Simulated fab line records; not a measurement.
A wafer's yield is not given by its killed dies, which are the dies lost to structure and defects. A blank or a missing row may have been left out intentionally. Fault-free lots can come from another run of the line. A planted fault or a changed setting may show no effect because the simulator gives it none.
Problem report in the 8D (eight disciplines) form, filled by code | flow gf180mcu | the parts of the form that need people (team, actions taken, sign-off) are left out

## 1. PROBLEM STATEMENT
bias w at GF_SAB_ETCH_11 reads a mean of 1286 W on 1 wafer of 1 lot; wafers without a fault read 1200 W with a standard deviation of 3.8. That puts it +23 standard deviations away from the usual mean.
The step: etches SiO2 in C4F8/O2/Ar, target depth 55 nm, time 8.5 s.
Seen first at day 19 02:11 on rie diel-04, wafer L895.4. Wafers with a number at this step in the record: 39, from 13 lots. The rule behind "out" and "out of limits": a value lying over 4 standard deviations away from the usual mean. The rest of the wafers with a number are treated as sound.

## 2. WHAT IT IS, AND WHAT IT ISN'T
question                    | is                | is not
which readings at this step | bias w            | -
which lots                  | L895              | L884, L885, L886, L887, L888, L889, L891, L892, L904, L905, L906, L907
which wafers of those lots  | L895.4            | L895.2, L895.6
read on which tools         | rie diel-04       | rie diel-01, rie diel-02
when                        | from day 19 02:11 | up to then (26 sound wafers); but 12 sound wafers of L904, L905, L906, L907 came after

## 3. SUSPECTS, AND WHAT RULES EACH OUT
Counting: any tool at a process step up to the reading remains a suspect provided it ran every lot that is out. Sound lots after the first of them don't rule it out here, since some wafers of a struck lot are sound.
- plasma asher-01 at GF_NSD_STRIP_11 (strips in O2/N2): kept. The lot that is out, L895, ran on it at day 17 01:45; the last sound lot it ran before that was L891, at day 15 14:15.
- rie diel-04 at GF_SAB_ETCH_11 (etches SiO2 in C4F8/O2/Ar, target depth 55 nm, time 8.5 s): kept. The lot that is out, L895, ran on it at day 19 02:11; the last sound lot it ran before that was L892, at day 18 02:17. Out on those wafers are its own readings of bias w.
- At GF_SAB_ETCH_11, inside rie diel-04: chamber 1 took the wafers that are out, while their sound lot-mates went through chambers 0, 3.
After counting, plasma asher-01 at GF_NSD_STRIP_11 and rie diel-04 at GF_SAB_ETCH_11 remain.

## 4. THE CAUSE (what the simulator had put in)
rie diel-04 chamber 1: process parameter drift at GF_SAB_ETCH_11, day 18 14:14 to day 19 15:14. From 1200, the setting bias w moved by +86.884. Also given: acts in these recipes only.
Counting left 2 suspects, and this tool is among them.

## 5. THE EFFECT CHAIN, in route order
Each row: a reading where the mean over the struck wafers with a number is more than 3 standard deviations away from the usual. Only readings whose record carries a usual standard deviation are examined. hours: median over the lots of the time between each lot's start at the first step of this table that gives one and its start at this step. sigmas: the change, counted in usual standard deviations.
hours | step           | reading        | usual      | on struck wafers | change | sigmas
0     | GF_SAB_ETCH_11 | bias w         | 1200 W     | 1286             | +86    | +23
0     | GF_SAB_ETCH_11 | oes product au | 0.998 a.u. | 1.024            | +0.026 | +3.3
Process steps it contains:
- GF_SAB_ETCH_11: etches SiO2 in C4F8/O2/Ar, target depth 55 nm, time 8.5 s.

## 6. HOW IT WOULD HAVE BEEN CAUGHT EARLIER
12 hours passed between the start of the fault at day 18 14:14 and the first reading out of limits in this record, taken at day 19 02:11.
